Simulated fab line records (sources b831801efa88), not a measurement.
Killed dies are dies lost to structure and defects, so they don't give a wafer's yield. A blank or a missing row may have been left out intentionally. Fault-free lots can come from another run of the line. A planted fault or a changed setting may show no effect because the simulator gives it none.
Which of the tools did it? / flow gf180mcu / 13 lots with 37 wafers sampled at 4 steps, on a route of 602 steps

WHAT EACH GAUGE READ, for each wafer
GF_VT_IMPLANT_TW_MEAS_43. Usual: VT_IMPLANT_4_TW typically reads 694, with standard deviation 4.1.
lot=L570; measured=day 8 01:25; on=film_metro-01; VT_IMPLANT_4_TW=698 699 700; flag=
lot=L572; measured=day 8 20:38; on=film_metro-02; VT_IMPLANT_4_TW=688 690 693; flag=
lot=L573; measured=day 9 01:26; on=film_metro-02; VT_IMPLANT_4_TW=688 690 690; flag=
lot=L576; measured=day 9 21:57; on=film_metro-04; VT_IMPLANT_4_TW=696 701 700; flag=
lot=L577; measured=day 10 05:38; on=film_metro-02; VT_IMPLANT_4_TW=692 693 689; flag=
lot=L579; measured=day 10 17:07; on=film_metro-04; VT_IMPLANT_4_TW=696 694 695; flag=
lot=L580; measured=day 11 01:56; on=film_metro-01; VT_IMPLANT_4_TW=674 671; flag=OFF
lot=L581; measured=day 11 06:37; on=film_metro-02; VT_IMPLANT_4_TW=669 691 663; flag=OFF
lot=L586; measured=day 12 12:55; on=film_metro-01; VT_IMPLANT_4_TW=694 694 695; flag=
lot=L587; measured=day 12 20:59; on=film_metro-02; VT_IMPLANT_4_TW=668 684; flag=OFF
lot=L588; measured=day 13 05:26; on=film_metro-04; VT_IMPLANT_4_TW=695 696 696; flag=
lot=L589; measured=day 13 13:29; on=film_metro-02; VT_IMPLANT_4_TW=693 692 694; flag=
lot=L590; measured=day 13 22:19; on=film_metro-01; VT_IMPLANT_4_TW=697 699 697; flag=

EACH LOT AND THE TOOL THAT RAN IT (in order: tool; ch and the chambers of the sampled wafers; start)
lot=L570; GF_NWELL_STRIP_10=plasma_asher-02 ch 0,1, day 3 17:43; GF_LVPWELL_STRIP_10=plasma_asher-02 ch 0,1, day 4 07:52; GF_VT_IMPLANT_IMPLANT_41=implanter-02 ch 0, day 8 01:12
lot=L572; GF_NWELL_STRIP_10=plasma_asher-02 ch 0,1, day 4 09:32; GF_LVPWELL_STRIP_10=plasma_asher-03 ch 0,1, day 4 23:59; GF_VT_IMPLANT_IMPLANT_41=implanter-04 ch 0, day 8 20:25
lot=L573; GF_NWELL_STRIP_10=plasma_asher-02 ch 0,1, day 4 13:42; GF_LVPWELL_STRIP_10=plasma_asher-04 ch 0,1, day 5 04:04; GF_VT_IMPLANT_IMPLANT_41=implanter-01 ch 0, day 9 01:11
lot=L576; GF_NWELL_STRIP_10=plasma_asher-02 ch 0,1, day 5 05:41; GF_LVPWELL_STRIP_10=plasma_asher-03 ch 0,1, day 5 20:20; GF_VT_IMPLANT_IMPLANT_41=implanter-01 ch 0, day 9 21:42
lot=L577; GF_NWELL_STRIP_10=plasma_asher-03 ch 0,1, day 5 11:23; GF_LVPWELL_STRIP_10=plasma_asher-02 ch 0,1, day 6 02:23; GF_VT_IMPLANT_IMPLANT_41=implanter-02 ch 0, day 10 05:25
lot=L579; GF_NWELL_STRIP_10=plasma_asher-01 ch 0,1, day 5 20:35; GF_LVPWELL_STRIP_10=plasma_asher-02 ch 0,1, day 6 12:27; GF_VT_IMPLANT_IMPLANT_41=implanter-01 ch 0, day 10 16:55
lot=L580; GF_NWELL_STRIP_10=plasma_asher-03 ch 0, day 6 02:44; GF_LVPWELL_STRIP_10=plasma_asher-04 ch 0,1, day 6 18:34; GF_VT_IMPLANT_IMPLANT_41=implanter-01 ch 0, day 11 01:43
lot=L581; GF_NWELL_STRIP_10=plasma_asher-02 ch 0,1, day 6 07:41; GF_LVPWELL_STRIP_10=plasma_asher-03 ch 0,1, day 6 22:56; GF_VT_IMPLANT_IMPLANT_41=implanter-01 ch 0, day 11 06:22
lot=L586; GF_NWELL_STRIP_10=plasma_asher-02 ch 0,1, day 7 10:59; GF_LVPWELL_STRIP_10=plasma_asher-02 ch 0,1, day 8 03:34; GF_VT_IMPLANT_IMPLANT_41=implanter-04 ch 0, day 12 12:42
lot=L587; GF_NWELL_STRIP_10=plasma_asher-02 ch 0,1, day 7 16:27; GF_LVPWELL_STRIP_10=plasma_asher-04 ch 0,1, day 8 09:25; GF_VT_IMPLANT_IMPLANT_41=implanter-01 ch 0, day 12 20:46
lot=L588; GF_NWELL_STRIP_10=plasma_asher-03 ch 0,1, day 7 23:41; GF_LVPWELL_STRIP_10=plasma_asher-03 ch 0,1, day 8 16:32; GF_VT_IMPLANT_IMPLANT_41=implanter-04 ch 0, day 13 05:11
lot=L589; GF_NWELL_STRIP_10=plasma_asher-03 ch 0,1, day 8 05:41; GF_LVPWELL_STRIP_10=plasma_asher-02 ch 0, day 8 23:02; GF_VT_IMPLANT_IMPLANT_41=implanter-02 ch 0, day 13 13:15
lot=L590; GF_NWELL_STRIP_10=plasma_asher-02 ch 0,1, day 8 14:31; GF_LVPWELL_STRIP_10=plasma_asher-04 ch 0,1, day 9 08:13; GF_VT_IMPLANT_IMPLANT_41=implanter-04 ch 0, day 13 22:05
- GF_NWELL_STRIP_10: strips in O2/N2.
- GF_LVPWELL_STRIP_10: strips in O2/N2.
- GF_VT_IMPLANT_IMPLANT_41

WHAT THE TOOLS THEMSELVES READ (means of the sampled wafers that have a number; where no wafer has one, the mark that the record gives instead)
GF_NWELL_STRIP_10. Usual: drypump_motor_current_A 5.6 A, standard deviation 0.45; heater_power_w 344 W, standard deviation 31; oes_product_au 0.723 a.u., standard deviation 0.0049; strip_time_to_endpoint_s 36.95 s, standard deviation 0.094.
lot=L570; tool=plasma_asher-02; drypump_motor_current_A (A)=6.1; heater_power_w (W)=346; oes_product_au (a.u.)=0.721; strip_time_to_endpoint_s (s)=36.88; flag=
lot=L572; tool=plasma_asher-02; drypump_motor_current_A (A)=6.1; heater_power_w (W)=349; oes_product_au (a.u.)=0.719; strip_time_to_endpoint_s (s)=36.91; flag=
lot=L573; tool=plasma_asher-02; drypump_motor_current_A (A)=6.1; heater_power_w (W)=350; oes_product_au (a.u.)=0.723; strip_time_to_endpoint_s (s)=37.01; flag=
lot=L576; tool=plasma_asher-02; drypump_motor_current_A (A)=6.1; heater_power_w (W)=348; oes_product_au (a.u.)=0.716; strip_time_to_endpoint_s (s)=36.82; flag=
lot=L577; tool=plasma_asher-03; drypump_motor_current_A (A)=5.2; heater_power_w (W)=328; oes_product_au (a.u.)=0.726; strip_time_to_endpoint_s (s)=36.89; flag=
lot=L579; tool=plasma_asher-01; drypump_motor_current_A (A)=5.4; heater_power_w (W)=288; oes_product_au (a.u.)=0.724; strip_time_to_endpoint_s (s)=36.77; flag=
lot=L580; tool=plasma_asher-03; drypump_motor_current_A (A)=5.0; heater_power_w (W)=308; oes_product_au (a.u.)=0.722; strip_time_to_endpoint_s (s)=36.88; flag=
lot=L581; tool=plasma_asher-02; drypump_motor_current_A (A)=6.1; heater_power_w (W)=353; oes_product_au (a.u.)=0.724; strip_time_to_endpoint_s (s)=36.82; flag=
lot=L586; tool=plasma_asher-02; drypump_motor_current_A (A)=6.1; heater_power_w (W)=352; oes_product_au (a.u.)=0.727; strip_time_to_endpoint_s (s)=37.01; flag=
lot=L587; tool=plasma_asher-02; drypump_motor_current_A (A)=6.2; heater_power_w (W)=362; oes_product_au (a.u.)=0.727; strip_time_to_endpoint_s (s)=37.00; flag=
lot=L588; tool=plasma_asher-03; drypump_motor_current_A (A)=5.2; heater_power_w (W)=329; oes_product_au (a.u.)=0.723; strip_time_to_endpoint_s (s)=37.13; flag=
lot=L589; tool=plasma_asher-03; drypump_motor_current_A (A)=5.2; heater_power_w (W)=331; oes_product_au (a.u.)=0.725; strip_time_to_endpoint_s (s)=36.90; flag=
lot=L590; tool=plasma_asher-02; drypump_motor_current_A (A)=6.2; heater_power_w (W)=369; oes_product_au (a.u.)=0.723; strip_time_to_endpoint_s (s)=36.93; flag=

GF_LVPWELL_STRIP_10. Usual: drypump_motor_current_A 5.7 A, standard deviation 0.4; heater_power_w 329 W, standard deviation 36; oes_product_au 0.723 a.u., standard deviation 0.0044; strip_time_to_endpoint_s 36.95 s, standard deviation 0.098.
lot=L570; tool=plasma_asher-02; drypump_motor_current_A (A)=6.2; heater_power_w (W)=364; oes_product_au (a.u.)=0.724; strip_time_to_endpoint_s (s)=36.84; flag=
lot=L572; tool=plasma_asher-03; drypump_motor_current_A (A)=5.3; heater_power_w (W)=344; oes_product_au (a.u.)=0.722; strip_time_to_endpoint_s (s)=36.74; flag=
lot=L573; tool=plasma_asher-04; drypump_motor_current_A (A)=5.5; heater_power_w (W)=304; oes_product_au (a.u.)=0.722; strip_time_to_endpoint_s (s)=36.92; flag=
lot=L576; tool=plasma_asher-03; drypump_motor_current_A (A)=5.4; heater_power_w (W)=344; oes_product_au (a.u.)=0.723; strip_time_to_endpoint_s (s)=36.91; flag=
lot=L577; tool=plasma_asher-02; drypump_motor_current_A (A)=6.2; heater_power_w (W)=367; oes_product_au (a.u.)=0.724; strip_time_to_endpoint_s (s)=36.88; flag=
lot=L579; tool=plasma_asher-02; drypump_motor_current_A (A)=6.1; heater_power_w (W)=347; oes_product_au (a.u.)=0.721; strip_time_to_endpoint_s (s)=36.87; flag=
lot=L580; tool=plasma_asher-04; drypump_motor_current_A (A)=5.5; heater_power_w (W)=296; oes_product_au (a.u.)=0.724; strip_time_to_endpoint_s (s)=36.91; flag=
lot=L581; tool=plasma_asher-03; drypump_motor_current_A (A)=5.2; heater_power_w (W)=328; oes_product_au (a.u.)=0.728; strip_time_to_endpoint_s (s)=36.91; flag=
lot=L586; tool=plasma_asher-02; drypump_motor_current_A (A)=6.1; heater_power_w (W)=349; oes_product_au (a.u.)=0.723; strip_time_to_endpoint_s (s)=36.97; flag=
lot=L587; tool=plasma_asher-04; drypump_motor_current_A (A)=5.5; heater_power_w (W)=294; oes_product_au (a.u.)=0.718; strip_time_to_endpoint_s (s)=36.95; flag=
lot=L588; tool=plasma_asher-03; drypump_motor_current_A (A)=5.2; heater_power_w (W)=331; oes_product_au (a.u.)=0.719; strip_time_to_endpoint_s (s)=36.98; flag=
lot=L589; tool=plasma_asher-02; drypump_motor_current_A (A)=6.1; heater_power_w (W)=333; oes_product_au (a.u.)=0.719; strip_time_to_endpoint_s (s)=36.91; flag=
lot=L590; tool=plasma_asher-04; drypump_motor_current_A (A)=5.5; heater_power_w (W)=303; oes_product_au (a.u.)=0.721; strip_time_to_endpoint_s (s)=37.00; flag=

THE ANSWER, worked out from the rows above alone
Rule: lot off if the mean of its wafers having a number is beyond 3 standard deviations from the usual mean. A lot without any number at a reading at which 4 lots or more have one is off too. All remaining lots with rows at the step are treated as sound. After the gauges, taken in route order, come the tools' own readings; for these a lot's mean is taken, as printed above. The first step at which some lot is off is used, and at that step the reading that is off furthest; a lot without a number counts as furthest.
Off: at GF_VT_IMPLANT_TW_MEAS_43 (VT_IMPLANT_4_TW), L580, L581, L587.
A tool fits if, at a process step before that reading, it ran every lot that is off, and no sound lot after the first of them. Those tools and the gauges at GF_VT_IMPLANT_TW_MEAS_43 are tried in the same way. One fits: implanter-01 at GF_VT_IMPLANT_IMPLANT_41. A fault onset in the window from L579 (day 10 16:55, its last sound lot) to L580 (day 11 01:43, its first lot off) fits.

WHAT THE SIMULATOR HAD INSERTED
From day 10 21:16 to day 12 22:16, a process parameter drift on implanter-01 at GF_VT_IMPLANT_IMPLANT_41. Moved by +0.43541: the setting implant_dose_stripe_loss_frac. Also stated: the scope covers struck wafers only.
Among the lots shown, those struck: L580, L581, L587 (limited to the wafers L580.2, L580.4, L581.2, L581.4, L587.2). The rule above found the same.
